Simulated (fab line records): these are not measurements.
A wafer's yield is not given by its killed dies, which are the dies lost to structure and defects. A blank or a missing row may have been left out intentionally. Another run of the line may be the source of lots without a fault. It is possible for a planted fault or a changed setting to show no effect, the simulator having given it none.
Check for tools in common || flow gf180mcu || Lots sampled 13, wafers sampled 39

== WHY IT WAS OPENED ==
Of 13 lots, 3 have the reading HV_LDD_02_OVL flagged at GF_HV_LDD_OVL_MEAS_32. Fault-free wafers read -0.2 nm, with a standard deviation of 1.2.
Rule: a lot is flagged when every wafer of it that has a number lies more than 4 standard deviations from that mean, or none has a number. All remaining lots are regarded as sound.

{"lot": "L595", "measured": "day 11 18:38", "on": "overlay-01", "HV_LDD_02_OVL (nm), wafer by wafer": "-1.5 -2.3 -1.2", "flag": ""}
{"lot": "L596", "measured": "day 12 00:28", "on": "overlay-02", "HV_LDD_02_OVL (nm), wafer by wafer": "-1.0 -2.8 -1.7", "flag": ""}
{"lot": "L600", "measured": "day 13 17:16", "on": "overlay-01", "HV_LDD_02_OVL (nm), wafer by wafer": "0.9 0.2 2.1", "flag": ""}
{"lot": "L601", "measured": "day 13 23:05", "on": "overlay-01", "HV_LDD_02_OVL (nm), wafer by wafer": "-1.6 -0.4 -1.7", "flag": ""}
{"lot": "L602", "measured": "day 14 03:28", "on": "overlay-01", "HV_LDD_02_OVL (nm), wafer by wafer": "-1.8 -0.5 -1.3", "flag": ""}
{"lot": "L603", "measured": "day 14 15:11", "on": "overlay-01", "HV_LDD_02_OVL (nm), wafer by wafer": "-1.1 1.1 0.1", "flag": ""}
{"lot": "L605", "measured": "day 15 05:01", "on": "overlay-01", "HV_LDD_02_OVL (nm), wafer by wafer": "-0.3 0.2 1.3", "flag": ""}
{"lot": "L606", "measured": "day 15 10:32", "on": "overlay-01", "HV_LDD_02_OVL (nm), wafer by wafer": "2.4 2.5 0.8", "flag": ""}
{"lot": "L607", "measured": "day 15 18:28", "on": "overlay-01", "HV_LDD_02_OVL (nm), wafer by wafer": "0.5 0.5 -1.3", "flag": ""}
{"lot": "L611", "measured": "day 17 01:32", "on": "overlay-01", "HV_LDD_02_OVL (nm), wafer by wafer": "326.5 327.4 324.4", "flag": "FLAGGED"}
{"lot": "L612", "measured": "day 17 13:25", "on": "overlay-02", "HV_LDD_02_OVL (nm), wafer by wafer": "325.0 327.1 325.9", "flag": "FLAGGED"}
{"lot": "L614", "measured": "day 18 01:25", "on": "overlay-01", "HV_LDD_02_OVL (nm), wafer by wafer": "-0.1 0.4 -0.6", "flag": ""}
{"lot": "L617", "measured": "day 19 10:31", "on": "overlay-01", "HV_LDD_02_OVL (nm), wafer by wafer": "327.0 326.3 327.3", "flag": "FLAGGED"}
The numbers of the flagged lots are 326.3 nm on average: +326.5 nm against the usual, or +99 or more standard deviations.

== TOOL THAT RAN EACH LOT ==
The record holds 1 process step before the reading, out of a route of 602 steps. In each cell: the tool, then ch and the chambers that the sampled wafers went through, then the start.
{"lot": "L595", "flag": "", "GF_HV_LDD_EXPOSE_28": "iline stepper-01 ch 0, day 11 09:48"}
{"lot": "L596", "flag": "", "GF_HV_LDD_EXPOSE_28": "iline stepper-01 ch 0, day 11 15:12"}
{"lot": "L600", "flag": "", "GF_HV_LDD_EXPOSE_28": "iline stepper-01 ch 0, day 13 07:34"}
{"lot": "L601", "flag": "", "GF_HV_LDD_EXPOSE_28": "iline stepper-02 ch 0, day 13 13:16"}
{"lot": "L602", "flag": "", "GF_HV_LDD_EXPOSE_28": "iline stepper-01 ch 0, day 13 17:41"}
{"lot": "L603", "flag": "", "GF_HV_LDD_EXPOSE_28": "iline stepper-02 ch 0, day 14 04:23"}
{"lot": "L605", "flag": "", "GF_HV_LDD_EXPOSE_28": "iline stepper-02 ch 0, day 14 18:02"}
{"lot": "L606", "flag": "", "GF_HV_LDD_EXPOSE_28": "iline stepper-02 ch 0, day 14 23:39"}
{"lot": "L607", "flag": "", "GF_HV_LDD_EXPOSE_28": "iline stepper-01 ch 0, day 15 07:38"}
{"lot": "L611", "flag": "FLAGGED", "GF_HV_LDD_EXPOSE_28": "iline stepper-01 ch 0, day 16 14:39"}
{"lot": "L612", "flag": "FLAGGED", "GF_HV_LDD_EXPOSE_28": "iline stepper-01 ch 0, day 17 02:39"}
{"lot": "L614", "flag": "", "GF_HV_LDD_EXPOSE_28": "iline stepper-02 ch 0, day 17 14:12"}
{"lot": "L617", "flag": "FLAGGED", "GF_HV_LDD_EXPOSE_28": "iline stepper-01 ch 0, day 18 22:31"}
What is done by these steps:
- GF_HV_LDD_EXPOSE_28: exposes mask Nplus HV AREA, target cd 400 nm.
- GF_HV_LDD_OVL_MEAS_32

== FLAGGED OVER TOTAL, TOOL BY TOOL (the gauges that took the reading come last) ==
{"step": "GF_HV_LDD_EXPOSE_28", "tool": "iline stepper-01", "lots run": 8, "flagged": 3, "share of the flagged lots": "all", "sound lots run after its first flagged lot": 0}
{"step": "GF_HV_LDD_EXPOSE_28", "tool": "iline stepper-02", "lots run": 5, "flagged": 0, "share of the flagged lots": "none", "sound lots run after its first flagged lot": "-"}
{"step": "GF_HV_LDD_OVL_MEAS_32", "tool": "overlay-01", "lots run": 11, "flagged": 2, "share of the flagged lots": "some", "sound lots run after its first flagged lot": "1 (L614)"}
{"step": "GF_HV_LDD_OVL_MEAS_32", "tool": "overlay-02", "lots run": 2, "flagged": 1, "share of the flagged lots": "some", "sound lots run after its first flagged lot": 0}

== THE TABLE: WHAT IT ALLOWS ==
In the table, 1 row covers all flagged lots: iline stepper-01 at GF_HV_LDD_EXPOSE_28.
- iline stepper-01 at GF_HV_LDD_EXPOSE_28 ran 8 lots, 3 of them flagged. A fault beginning between L607 (day 15 07:38), its last sound lot, and L611 (day 16 14:39), its first flagged one, fits the data.
Just one tool remains: iline stepper-01 at GF_HV_LDD_EXPOSE_28.

== WHAT WAS PUT IN BY THE SIMULATOR ==
Scanner matching overlay: iline stepper-01, from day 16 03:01 on, at GF_HV_LDD_EXPOSE_28. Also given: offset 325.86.
Lots struck among those shown: L611, L612, L617. This agrees with what the rule above found.
